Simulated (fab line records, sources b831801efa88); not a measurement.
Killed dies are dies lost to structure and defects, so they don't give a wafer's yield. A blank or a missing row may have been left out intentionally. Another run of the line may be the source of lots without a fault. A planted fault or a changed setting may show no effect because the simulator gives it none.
What tool caused it? | flow gf180mcu | 7 lots, 21 wafers sampled, at 2 steps of a route of 602

WHAT THE GAUGES READ, wafer by wafer
GF_V1_BOW_MEAS_05.
lot  | measured     | on            | V1_BOW (um)
L937 | day 17 13:44 | film metro-02 | 83 80 93
L941 | day 19 08:19 | film metro-01 | 66 87 75
L944 | day 20 08:22 | film metro-04 | 83 90 91
L949 | day 21 20:52 | film metro-01 | 62 51 49
L951 | day 22 17:47 | film metro-02 | 89 84 86
L957 | day 24 16:21 | film metro-01 | 72 78 93
L959 | day 25 05:43 | film metro-01 | 77 91 86

TOOL THAT RAN EACH LOT (tool first, then ch and the chambers of the sampled wafers, then the start)
lot  | GF_V1_CVD_00
L937 | hdpcvd-01 ch 1,2, day 17 13:08
L941 | hdpcvd-02 ch 1,2, day 19 07:45
L944 | hdpcvd-01 ch 0,2, day 20 07:48
L949 | hdpcvd-02 ch 1,2, day 21 20:17
L951 | hdpcvd-02 ch 0,1,2, day 22 17:14
L957 | hdpcvd-01 ch 1,2, day 24 15:47
L959 | hdpcvd-01 ch 1,2, day 25 05:08
- GF_V1_CVD_00: deposits SiO2, target thk 600 nm, time 100 s.

THE ANSWER, worked out from the rows above alone
Rule: the usual values come from the lots themselves. Put in order of their means at a reading, lots are off if they are a third of the lots or fewer, leave a main group of 4 or more, and stand apart from it by a gap of 3 or more times the standard deviation of the main group's means; of several such gaps the widest counts. A main group whose means are all the same, to the digits that the tables above print for the reading, isn't used. A lot without any number at a reading at which 4 lots or more have one is off too. The other lots that the step has rows for count as sound.
Off: at GF_V1_BOW_MEAS_05 (V1_BOW), L949. Main group: mean 84 um, sd 4.
If a tool, at a process step before that reading, ran all the lots that are off and no sound lot after the first of them, it fits. Gauges at GF_V1_BOW_MEAS_05: tried the same way as those tools. Of those tried, none fits.

WHAT THE SIMULATOR HAD INSERTED
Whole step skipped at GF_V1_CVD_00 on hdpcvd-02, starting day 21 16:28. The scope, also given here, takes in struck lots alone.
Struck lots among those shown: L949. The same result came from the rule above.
